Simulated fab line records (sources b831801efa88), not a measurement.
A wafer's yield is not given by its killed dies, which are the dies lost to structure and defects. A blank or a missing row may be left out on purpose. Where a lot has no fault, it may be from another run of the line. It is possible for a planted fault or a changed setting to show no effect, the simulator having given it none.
Chamber matching    flow gf180mcu    4 sister chambers for GF_CONTACT_CMP_04 on cmp-02
The step polishes SiO2. 4 wafers are shown with their chamber, then 12 later ones without.

WAFERS PAIRED WITH THEIR CHAMBERS
wafer   chamber  motor-current-A (A)
L091.4  1        11.0
L092.1  3        13.5
L092.3  2        12.9
L092.6  0        12.3

WAFERS WHOSE CHAMBER IS MISSING
wafer   motor-current-A (A)
L093.2  10.5
L093.4  12.1
L093.6  11.2
L094.1  13.2
L094.2  12.5
L094.3  11.7
L096.2  12.5
L096.3  10.9
L096.4  12.9
L097.2  10.5
L097.3  12.4
L097.4  13.2

THE CHAMBER EACH PASSED THROUGH
wafer   from the rows above           in truth
L093.2  1                             1
L093.4  can't be placed: 0 or 2       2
L093.6  1                             1
L094.1  can't be placed: 2 or 3 or 0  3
L094.2  can't be placed: 0 or 2       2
L094.3  can't be placed: 0 or 1 or 2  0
L096.2  can't be placed: 0 or 2       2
L096.3  1                             1
L096.4  can't be placed: 2 or 0 or 3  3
L097.2  1                             1
L097.3  can't be placed: 0 or 2       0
L097.4  can't be placed: 2 or 3 or 0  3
Placed correctly: 4 of 12. Cannot be placed on the basis of these rows: 8; the candidates contain the true chamber in 8. Wrongly placed: 0.
How it was worked out, from the rows above alone: a wafer's distance from a chamber is the root of the sum, over the readings, of the square of ((its reading less the chamber's mean) divided by the reading's scatter). If the next closest chamber is less than 2 further off than the closest, the wafer can't be placed; otherwise it belongs to the closest. A chamber's mean is the mean of its shown wafers. The scatter: with one shown wafer a chamber, the root of the mean of the squares of how far each hidden wafer lies from its nearest shown one.
